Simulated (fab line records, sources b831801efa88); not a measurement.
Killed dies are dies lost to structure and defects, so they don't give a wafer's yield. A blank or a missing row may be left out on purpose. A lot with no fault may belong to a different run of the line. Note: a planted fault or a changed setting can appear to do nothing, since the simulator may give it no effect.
Split-lot study :: flow sky130 :: route with 708 steps; 5 lots, 23 wafers read

## THE SPLIT ITSELF
At SKY_FIELD_ISO_WET_ETCH_30 (etches SiO2 in dHF, target depth 25 nm, time 50 s), the setting time_s was moved away from the recipe's 50 s on 15 of the 23 wafers read, by -14.3% to +13.0%. The other wafers ran this setting at the recipe's value.

The file shows no step between the split and the reading.

## THE READING
SiO2_of_FIELD_ISO_CVD_24.thk_nm (the simulator's own value, which no gauge read), in nm, at SKY_NWELL_CLEAN_00 (cleans in SC1/SC2, time 150 s). The file gives no usual value for it. Average 404.4 nm, standard deviation 0.77 nm, over the 8 wafers here run with the recipe.

wafer: L074.1
tool, chamber at the split: -, -
time_s as run, s: 45.51
against the recipe: -9.0%
SiO2_of_FIELD_ISO_CVD_24.thk_nm, nm: 407.5
against lot-mates on the recipe: no lot-mate on the recipe

wafer: L074.2
tool, chamber at the split: -, -
time_s as run, s: 45.51
against the recipe: -9.0%
SiO2_of_FIELD_ISO_CVD_24.thk_nm, nm: 405.9
against lot-mates on the recipe: no lot-mate on the recipe

wafer: L074.4
tool, chamber at the split: -, -
time_s as run, s: 45.51
against the recipe: -9.0%
SiO2_of_FIELD_ISO_CVD_24.thk_nm, nm: 405.9
against lot-mates on the recipe: no lot-mate on the recipe

wafer: L074.3
tool, chamber at the split: -, -
time_s as run, s: 45.51
against the recipe: -9.0%
SiO2_of_FIELD_ISO_CVD_24.thk_nm, nm: 406.9
against lot-mates on the recipe: no lot-mate on the recipe

wafer: L074.6
tool, chamber at the split: -, -
time_s as run, s: 45.51
against the recipe: -9.0%
SiO2_of_FIELD_ISO_CVD_24.thk_nm, nm: 406.5
against lot-mates on the recipe: no lot-mate on the recipe

wafer: L078.1
tool, chamber at the split: -, -
time_s as run, s: 56.5
against the recipe: +13.0%
SiO2_of_FIELD_ISO_CVD_24.thk_nm, nm: 399.5
against lot-mates on the recipe: no lot-mate on the recipe

wafer: L078.2
tool, chamber at the split: -, -
time_s as run, s: 56.5
against the recipe: +13.0%
SiO2_of_FIELD_ISO_CVD_24.thk_nm, nm: 399.2
against lot-mates on the recipe: no lot-mate on the recipe

wafer: L078.4
tool, chamber at the split: -, -
time_s as run, s: 56.5
against the recipe: +13.0%
SiO2_of_FIELD_ISO_CVD_24.thk_nm, nm: 400.2
against lot-mates on the recipe: no lot-mate on the recipe

wafer: L078.5
tool, chamber at the split: -, -
time_s as run, s: 56.5
against the recipe: +13.0%
SiO2_of_FIELD_ISO_CVD_24.thk_nm, nm: 401.1
against lot-mates on the recipe: no lot-mate on the recipe

wafer: L078.6
tool, chamber at the split: -, -
time_s as run, s: 56.5
against the recipe: +13.0%
SiO2_of_FIELD_ISO_CVD_24.thk_nm, nm: 400.1
against lot-mates on the recipe: no lot-mate on the recipe

wafer: L081.2
tool, chamber at the split: wet_bench-02, 0
time_s as run, s: 50
against the recipe: recipe
SiO2_of_FIELD_ISO_CVD_24.thk_nm, nm: 405.2
against lot-mates on the recipe: -

wafer: L081.3
tool, chamber at the split: wet_bench-02, 0
time_s as run, s: 50
against the recipe: recipe
SiO2_of_FIELD_ISO_CVD_24.thk_nm, nm: 403.6
against lot-mates on the recipe: -

wafer: L081.6
tool, chamber at the split: wet_bench-02, 0
time_s as run, s: 50
against the recipe: recipe
SiO2_of_FIELD_ISO_CVD_24.thk_nm, nm: 404.8
against lot-mates on the recipe: -

wafer: L083.1
tool, chamber at the split: -, -
time_s as run, s: 50
against the recipe: recipe
SiO2_of_FIELD_ISO_CVD_24.thk_nm, nm: 405.2
against lot-mates on the recipe: -

wafer: L083.2
tool, chamber at the split: -, -
time_s as run, s: 50
against the recipe: recipe
SiO2_of_FIELD_ISO_CVD_24.thk_nm, nm: 403.4
against lot-mates on the recipe: -

wafer: L083.4
tool, chamber at the split: -, -
time_s as run, s: 50
against the recipe: recipe
SiO2_of_FIELD_ISO_CVD_24.thk_nm, nm: 404.9
against lot-mates on the recipe: -

wafer: L083.5
tool, chamber at the split: -, -
time_s as run, s: 50
against the recipe: recipe
SiO2_of_FIELD_ISO_CVD_24.thk_nm, nm: 404.9
against lot-mates on the recipe: -

wafer: L083.6
tool, chamber at the split: -, -
time_s as run, s: 50
against the recipe: recipe
SiO2_of_FIELD_ISO_CVD_24.thk_nm, nm: 403.3
against lot-mates on the recipe: -

wafer: L085.1
tool, chamber at the split: -, -
time_s as run, s: 42.85
against the recipe: -14.3%
SiO2_of_FIELD_ISO_CVD_24.thk_nm, nm: 409.7
against lot-mates on the recipe: no lot-mate on the recipe

wafer: L085.2
tool, chamber at the split: -, -
time_s as run, s: 42.85
against the recipe: -14.3%
SiO2_of_FIELD_ISO_CVD_24.thk_nm, nm: 406.7
against lot-mates on the recipe: no lot-mate on the recipe

wafer: L085.3
tool, chamber at the split: -, -
time_s as run, s: 42.85
against the recipe: -14.3%
SiO2_of_FIELD_ISO_CVD_24.thk_nm, nm: 408.1
against lot-mates on the recipe: no lot-mate on the recipe

wafer: L085.4
tool, chamber at the split: -, -
time_s as run, s: 42.85
against the recipe: -14.3%
SiO2_of_FIELD_ISO_CVD_24.thk_nm, nm: 408.5
against lot-mates on the recipe: no lot-mate on the recipe

wafer: L085.6
tool, chamber at the split: -, -
time_s as run, s: 42.85
against the recipe: -14.3%
SiO2_of_FIELD_ISO_CVD_24.thk_nm, nm: 408.3
against lot-mates on the recipe: no lot-mate on the recipe

FIT RESULTS
A straight line over all 23 wafers: SiO2_of_FIELD_ISO_CVD_24.thk_nm changes by -0.296 nm for each +1% of time_s; r = -0.96; the points scatter about the line by 0.84 nm.
Too few moved wafers have a lot-mate on the recipe to fit a line with each lot's own level taken away.

## THE WHOLE CHAIN: every reading that the file lists as answering this split, in the file's order
step: SKY_FIELD_ISO_WET_ETCH_30
what it does: etches SiO2 in dHF, target depth 25 nm, time 50 s
reading: SiO2_of_FIELD_ISO_CVD_24.thk_nm (the simulator's own value, which no gauge read)
change (the file's fit): -0.295 nm for each +1% of the setting
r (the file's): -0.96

step: SKY_NWELL_CLEAN_00
what it does: cleans in SC1/SC2, time 150 s
reading: SiO2_of_FIELD_ISO_CVD_24.thk_nm (the simulator's own value, which no gauge read)
change (the file's fit): -0.296 nm for each +1% of the setting
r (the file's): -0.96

## THE FILE'S OWN FIT
SiO2_of_FIELD_ISO_CVD_24.thk_nm changes by -0.296 nm for each +1% of time_s, r = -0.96.
